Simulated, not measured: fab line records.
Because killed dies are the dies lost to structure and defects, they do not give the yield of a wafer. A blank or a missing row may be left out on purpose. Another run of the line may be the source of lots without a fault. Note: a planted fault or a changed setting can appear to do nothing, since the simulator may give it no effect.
Struck lot and sound lot, side by side	flow sky130	16 out of 708 route steps
Sound: wafers L309.3, L309.4, L309.5. The struck wafers were L307.1, L307.2, L307.3. The cause is named last.
Each step with rows lists, per side, the tool, then ch with its chambers, then its first start. Under that, the readings that differ: sound wafers	struck wafers	difference of the means	sigmas: that difference in standard deviations of wafers without a fault.
alike: readings whose means differ by less than 2 such deviations, and words and numbers that are the same on both sides. not compared: withheld readings, readings that some wafer has no value for, bounds like >300 that may hide the same value, and numbers for which the record gives no deviation and whose values overlap.
A row with sigmas, a row that says differs or no value, or rows on one side alone: a step with any of these is where the two part. Numbers that have no deviation but don't overlap get no sigmas and don't part them. Lack of a reading on every wafer of one side parts them only where that side has two or more wafers.

SKY_VT_ADJUST_HVTP_OVL_MEAS_08:
  struck on overlay-02, day 7 21:05; sound on overlay-02, day 8 08:07
  alike: VT_ADJUST_HVTP_OVL
following that, these wafers have no rows for 1 step: SKY_VT_ADJUST_HVTP_IMPLANT_09.
SKY_VT_ADJUST_HVTP_STRIP_10: strips in O2/N2.
  sound on plasma_asher-01 ch 0,1, day 8 08:20; struck on plasma_asher-01 ch 0,1, day 7 21:17
  alike: drypump_motor_current_A, n2_flow_sccm, oes_product_au, strip_time_to_endpoint_s
  not compared: rf_hours_counter_h
SKY_VT_ADJUST_HVTP_TW_MEAS_11:
  struck on film_metro-03, day 7 21:23; sound on film_metro-02, day 8 08:25
  alike: VT_ADJUST_HVTP_TW
then, 7 steps without rows for these wafers: SKY_VT_ADJUST_LVTN_DEHYDRATE_00 (time 60 s); SKY_VT_ADJUST_LVTN_HMDS_01 (prime time 60 s); SKY_VT_ADJUST_LVTN_COAT_02 (resist thk 3000 nm); SKY_VT_ADJUST_LVTN_SOFTBAKE_03; SKY_VT_ADJUST_LVTN_EXPOSE_04 (exposes mask NWM COMPLEMENT LESS NATIVE, target cd 840 nm); SKY_VT_ADJUST_LVTN_PEB_05; SKY_VT_ADJUST_LVTN_DEVELOP_06 (develop time 60 s).
SKY_VT_ADJUST_LVTN_OVL_MEAS_07:
  struck on overlay-01, day 8 17:35; sound on overlay-01, day 9 04:09
  alike: VT_ADJUST_LVTN_OVL
SKY_VT_ADJUST_LVTN_IMPLANT_08:
  sound on implanter-04 ch 0, day 9 04:13; struck on implanter-03 ch 0, day 8 17:38
reading	sound	struck	difference	sigmas
dose_ions_cm2	1.5705e+12 1.5686e+12 1.5714e+12	1.9713e+12 1.973e+12 1.9723e+12	+4.0203e+11	+99 or more
faraday_current_uA	8.72 8.95 8.45	10.86 10.68 10.75	+2.06	+11
  alike: beam_energy_keV
SKY_VT_ADJUST_LVTN_STRIP_09: strips in O2/N2.
  sound on plasma_asher-04 ch 0,1, day 9 04:22; struck on plasma_asher-04 ch 0,1, day 8 17:47
  alike: drypump_motor_current_A, n2_flow_sccm, oes_product_au, strip_time_to_endpoint_s
  not compared: rf_hours_counter_h
SKY_VT_ADJUST_LVTN_TW_MEAS_10:
  struck on film_metro-04, day 8 18:06; sound on film_metro-03, day 9 04:26
reading	sound	struck	difference	sigmas
VT_ADJUST_LVTN_TW	239.8 240.2 238.9	257.4 258.1 258.9	+18.5	+9
  not compared: hold
-- a jump in the record: the struck wafers' starts before and after are 39 days apart (it breaks off in module VT_ADJUST_LVTN and resumes in module PAD_OPEN, where the first step shown is number 708 of the route) --
SKY_PAD_OPEN_PROBE_99:
  struck on prober-01, day 47 07:15; sound on prober-01, day 48 00:01
reading	sound	struck	difference	sigmas
killed_at_contacts	33 38 31	22 16 26	-13	-2
killed_open	53 53 57	41 42 42	-13	-2
model.etest.nfet_01v8_lvt.vt_sat_v (V)	0.5321 0.5323 0.5269	0.5559 0.5472 0.5517	+0.0212	
model.etest.nfet_01v8_lvt.body_rise_v (V)	0.1421 0.1404 0.1431	0.1501 0.1489 0.1519	+0.0084	
  alike: killed_at_M0_to_M3, killed_at_M4_up, killed_at_front_end, killed_at_other, killed_dies, killed_short

== WHERE THEY PART ==
Earliest at SKY_VT_ADJUST_LVTN_IMPLANT_08; latest, in this record, at SKY_PAD_OPEN_PROBE_99.

WHY: whatever the simulator had introduced
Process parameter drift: implanter-03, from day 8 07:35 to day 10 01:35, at SKY_VT_ADJUST_LVTN_IMPLANT_08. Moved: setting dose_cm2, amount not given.
